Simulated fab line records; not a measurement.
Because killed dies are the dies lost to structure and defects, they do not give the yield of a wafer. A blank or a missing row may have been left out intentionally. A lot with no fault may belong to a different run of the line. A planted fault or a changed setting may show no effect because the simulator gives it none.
One fault through the eyes of 2 desks | flow gf180mcu | every desk sees just its own numbers, and what lay behind them comes last

== AT THE METROLOGY DESK ==
Lot by lot, what the gauges showed, no matter which tool ran the lot: averages of those sampled wafers that carry a number. If a lot's mean is further than 4 standard deviations from the usual mean, the lot is out of limits and carries the mark OUT (the distance appears in the brackets).
Columns: A = V5_W_RS at GF_V5_RS_MEAS_24, usual 0.328 ohm/sq
lot  | first seen here | A
L398 | day 27 05:46    | 0.335
L399 | day 27 20:52    | 0.327
L400 | day 27 23:56    | 0.328
L401 | day 28 16:04    | 0.332
L403 | day 28 22:19    | 0.328
L405 | day 29 18:49    | 0.327
L407 | day 30 01:04    | 0.329
L406 | day 30 02:38    | 0.326
L408 | day 30 11:32    | 0.327
L410 | day 30 19:28    | 0.322
L411 | day 31 02:17    | 0.333
L414 | day 31 17:38    | 0.331
L419 | day 33 00:42    | 0.324
This desk found nothing out of limits on any of the 13 lots.

== THE TOOL OWNER'S DESK: pvd sputter-01 ==
The tool's own readings at GF_M3_SPUTTER_00 (material Ti, target thk 37.5 nm, time 150 s): means of the sampled wafers that have a number, for each lot that ran on this tool. If a lot's mean is further than 4 standard deviations from the usual mean, the lot is out of limits and carries the mark OUT (the distance appears in the brackets).
Columns: A = throttle valve pct at GF_M3_SPUTTER_00, usual 29.9 %
lot  | first seen here | A
L401 | day 22 01:05    | 29.4
L403 | day 22 08:42    | 30.4
L405 | day 23 08:43    | 29.9
L407 | day 23 16:17    | 31.0
L406 | day 23 19:45    | 29.8
L408 | day 24 05:02    | 29.9
L410 | day 24 14:14    | 30.3
L411 | day 24 23:05    | 30.3
L414 | day 25 15:44    | 29.2
This desk found nothing out of limits on any of the 9 lots.

== PUT TOGETHER ==
From the metrology desk's view, nothing was out of limits.
Nothing out of limits was seen by the tool owner's desk.

== WHAT WAS PUT IN BY THE SIMULATOR ==
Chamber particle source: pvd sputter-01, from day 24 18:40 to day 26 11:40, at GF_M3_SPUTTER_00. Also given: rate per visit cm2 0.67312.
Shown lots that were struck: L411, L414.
